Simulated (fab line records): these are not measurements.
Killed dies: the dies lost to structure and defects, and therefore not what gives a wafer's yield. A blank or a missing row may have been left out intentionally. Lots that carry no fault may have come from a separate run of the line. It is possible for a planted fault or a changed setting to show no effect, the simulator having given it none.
Lot-split experiment / flow sfq_line / 23 wafers read across 5 lots, on a route 325 steps long

## THE SPLIT ITSELF
At SFQ_TRILAYER_I6_CMP_CMP_166 (polishes SiO2), the setting leave_above_ref_nm was moved away from the recipe's 200 nm on 7 of the 23 wafers read, by -7.2% to +6.3%. All remaining wafers had this setting at the recipe value.

## FROM THE SPLIT TO THE READING: what the file shows between them, 3 steps
- SFQ_TRILAYER_I6_METRO_MEASURE_167
- SFQ_TRILAYER_I6_VIA_LITHO_EXPOSE_170: exposes mask I6, target cd 700 nm (also split here: dose_mj)
- SFQ_TRILAYER_I6_VIA_BARC_OPEN_VIA_ETCH_235: etches BARC in O2, target depth 125 nm, time 41.7 s (also split here: source_w)

## THE READING
oes_product_au, in a.u., at SFQ_TRILAYER_I6_VIA_ETCH_VIA_ETCH_172 (etches SiO2 in CHF3, stops on Nb, target depth 260 nm). Typical for fault-free wafers on this fab line: 0.856 a.u., with standard deviation 0.0061 a.u.

wafer=L075.1; tool, chamber at the split=cmp-02, 3; leave_above_ref_nm as run, nm=200; against the recipe=recipe; oes_product_au, a.u.=0.852; against lot-mates on the recipe=-
wafer=L075.2; tool, chamber at the split=cmp-02, 2; leave_above_ref_nm as run, nm=185.7; against the recipe=-7.2%; oes_product_au, a.u.=0.825; against lot-mates on the recipe=-0.032
wafer=L075.3; tool, chamber at the split=cmp-02, 0; leave_above_ref_nm as run, nm=200; against the recipe=recipe; oes_product_au, a.u.=0.859; against lot-mates on the recipe=-
wafer=L075.5; tool, chamber at the split=cmp-02, 1; leave_above_ref_nm as run, nm=185.7; against the recipe=-7.2%; oes_product_au, a.u.=0.812; against lot-mates on the recipe=-0.045
wafer=L075.6; tool, chamber at the split=cmp-02, 0; leave_above_ref_nm as run, nm=200; against the recipe=recipe; oes_product_au, a.u.=0.859; against lot-mates on the recipe=-
wafer=L080.1; tool, chamber at the split=cmp-01, 0; leave_above_ref_nm as run, nm=200; against the recipe=recipe; oes_product_au, a.u.=0.863; against lot-mates on the recipe=-
wafer=L080.3; tool, chamber at the split=cmp-01, 2; leave_above_ref_nm as run, nm=212.7; against the recipe=+6.3%; oes_product_au, a.u.=0.890; against lot-mates on the recipe=+0.032
wafer=L080.4; tool, chamber at the split=cmp-01, 3; leave_above_ref_nm as run, nm=212.7; against the recipe=+6.3%; oes_product_au, a.u.=0.880; against lot-mates on the recipe=+0.022
wafer=L080.5; tool, chamber at the split=cmp-01, 3; leave_above_ref_nm as run, nm=200; against the recipe=recipe; oes_product_au, a.u.=0.853; against lot-mates on the recipe=-
wafer=L080.6; tool, chamber at the split=cmp-01, 2; leave_above_ref_nm as run, nm=212.7; against the recipe=+6.3%; oes_product_au, a.u.=0.900; against lot-mates on the recipe=+0.042
wafer=L082.1; tool, chamber at the split=cmp-01, 2; leave_above_ref_nm as run, nm=200; against the recipe=recipe; oes_product_au, a.u.=0.857; against lot-mates on the recipe=-
wafer=L082.2; tool, chamber at the split=cmp-01, 3,0; leave_above_ref_nm as run, nm=200; against the recipe=recipe; oes_product_au, a.u.=0.853; against lot-mates on the recipe=-
wafer=L082.4; tool, chamber at the split=cmp-01, 0; leave_above_ref_nm as run, nm=200; against the recipe=recipe; oes_product_au, a.u.=0.867; against lot-mates on the recipe=-
wafer=L082.5; tool, chamber at the split=cmp-01, 3,0; leave_above_ref_nm as run, nm=200; against the recipe=recipe; oes_product_au, a.u.=0.858; against lot-mates on the recipe=-
wafer=L082.6; tool, chamber at the split=cmp-01, 1; leave_above_ref_nm as run, nm=200; against the recipe=recipe; oes_product_au, a.u.=0.853; against lot-mates on the recipe=-
wafer=L084.1; tool, chamber at the split=cmp-01, 1; leave_above_ref_nm as run, nm=200; against the recipe=recipe; oes_product_au, a.u.=0.852; against lot-mates on the recipe=-
wafer=L084.2; tool, chamber at the split=cmp-01, 2; leave_above_ref_nm as run, nm=206.4; against the recipe=+3.2%; oes_product_au, a.u.=0.867; against lot-mates on the recipe=+0.015
wafer=L084.4; tool, chamber at the split=cmp-01, 3; leave_above_ref_nm as run, nm=206.4; against the recipe=+3.2%; oes_product_au, a.u.=0.875; against lot-mates on the recipe=+0.023
wafer=L084.5; tool, chamber at the split=cmp-01, 2; leave_above_ref_nm as run, nm=200; against the recipe=recipe; oes_product_au, a.u.=0.850; against lot-mates on the recipe=-
wafer=L084.6; tool, chamber at the split=cmp-01, 1; leave_above_ref_nm as run, nm=200; against the recipe=recipe; oes_product_au, a.u.=0.853; against lot-mates on the recipe=-
wafer=L085.2; tool, chamber at the split=cmp-01, 2; leave_above_ref_nm as run, nm=200; against the recipe=recipe; oes_product_au, a.u.=0.854; against lot-mates on the recipe=-
wafer=L085.3; tool, chamber at the split=cmp-01, 1; leave_above_ref_nm as run, nm=200; against the recipe=recipe; oes_product_au, a.u.=0.849; against lot-mates on the recipe=-
wafer=L085.4; tool, chamber at the split=cmp-01, 3; leave_above_ref_nm as run, nm=200; against the recipe=recipe; oes_product_au, a.u.=0.864; against lot-mates on the recipe=-
Where a row lists several chambers, the file gives one row for several wafers and doesn't say which wafer went through which chamber.

FIT RESULTS
A straight line over all 23 wafers: oes_product_au changes by +0.00526 a.u. for each +1% of leave_above_ref_nm; r = +0.95; the points scatter about the line by 0.0059 a.u.
The same after taking each lot's own level away (the mean of its wafers on the recipe; 23 wafers): +0.00525 a.u. for each +1%; r = +0.95; scatter 0.0057 a.u.
The reading moves by 0.038 a.u. for the largest change in leave_above_ref_nm, on that fit.
From 0.8517 to 0.8580 a.u.: that is the span of the lots' own levels, equal to 1.0 times the standard deviation above.
The two slopes are in agreement: the lot-to-lot level therefore moves the slope only a little.
Check: -0.0399 a.u. against its lot-mates is what the line predicts for one of the wafers moved furthest among these (-7.2%) when that wafer is left out of the fit. It came out at -0.0317 a.u. against them.

## OTHER SPLITS APPLIED TO THESE WAFERS
Before the reading, these wafers also passed through other splits. Each is held against what the fit with the lots' levels taken away leaves over:
other split on the same wafers=SFQ_TRILAYER_M6_LITHO_COAT_159 resist_thk_nm; wafers away from the commonest value=5; r with oes_product_au (lot level and that fit taken away)=-0.18
other split on the same wafers=SFQ_TRILAYER_I6_VIA_LITHO_EXPOSE_170 dose_mj; wafers away from the commonest value=12; r with oes_product_au (lot level and that fit taken away)=+0.25
other split on the same wafers=SFQ_TRILAYER_I6_VIA_BARC_OPEN_VIA_ETCH_235 source_w; wafers away from the commonest value=7; r with oes_product_au (lot level and that fit taken away)=+0.13

## THE WHOLE CHAIN: every reading that the file lists as answering this split, in the file's order
step=SFQ_TRILAYER_I6_CMP_CMP_166; what it does=polishes SiO2; reading=SiO2_of_TRILAYER_I6_DEP_PECVD_165.thk_nm (the simulator's own value, which no gauge read); change (the file's fit)=+2.08 nm for each +1% of the setting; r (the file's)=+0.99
step=SFQ_TRILAYER_I6_METRO_MEASURE_167; what it does=; reading=thk_nm; change (the file's fit)=+2.07 nm for each +1% of the setting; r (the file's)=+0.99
step=SFQ_TRILAYER_I6_VIA_ETCH_VIA_ETCH_172; what it does=etches SiO2 in CHF3, stops on Nb, target depth 260 nm; reading=oes_product_au; change (the file's fit)=+0.00535 a.u. for each +1% of the setting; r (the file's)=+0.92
step=SFQ_TRILAYER_I6_VIA_ETCH_VIA_ETCH_172; what it does=etches SiO2 in CHF3, stops on Nb, target depth 260 nm; reading=etch.depth_nm (the simulator's own value, which no gauge read); change (the file's fit)=+2.06 nm for each +1% of the setting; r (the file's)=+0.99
step=SFQ_TRILAYER_I6_VIA_ETCH_VIA_ETCH_172; what it does=etches SiO2 in CHF3, stops on Nb, target depth 260 nm; reading=I6.feature_depth_nm (the simulator's own value, which no gauge read); change (the file's fit)=+2.07 nm for each +1% of the setting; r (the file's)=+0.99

## FILE'S OWN FIT
oes_product_au changes by +0.00535 a.u. for each +1% of leave_above_ref_nm, r = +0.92.
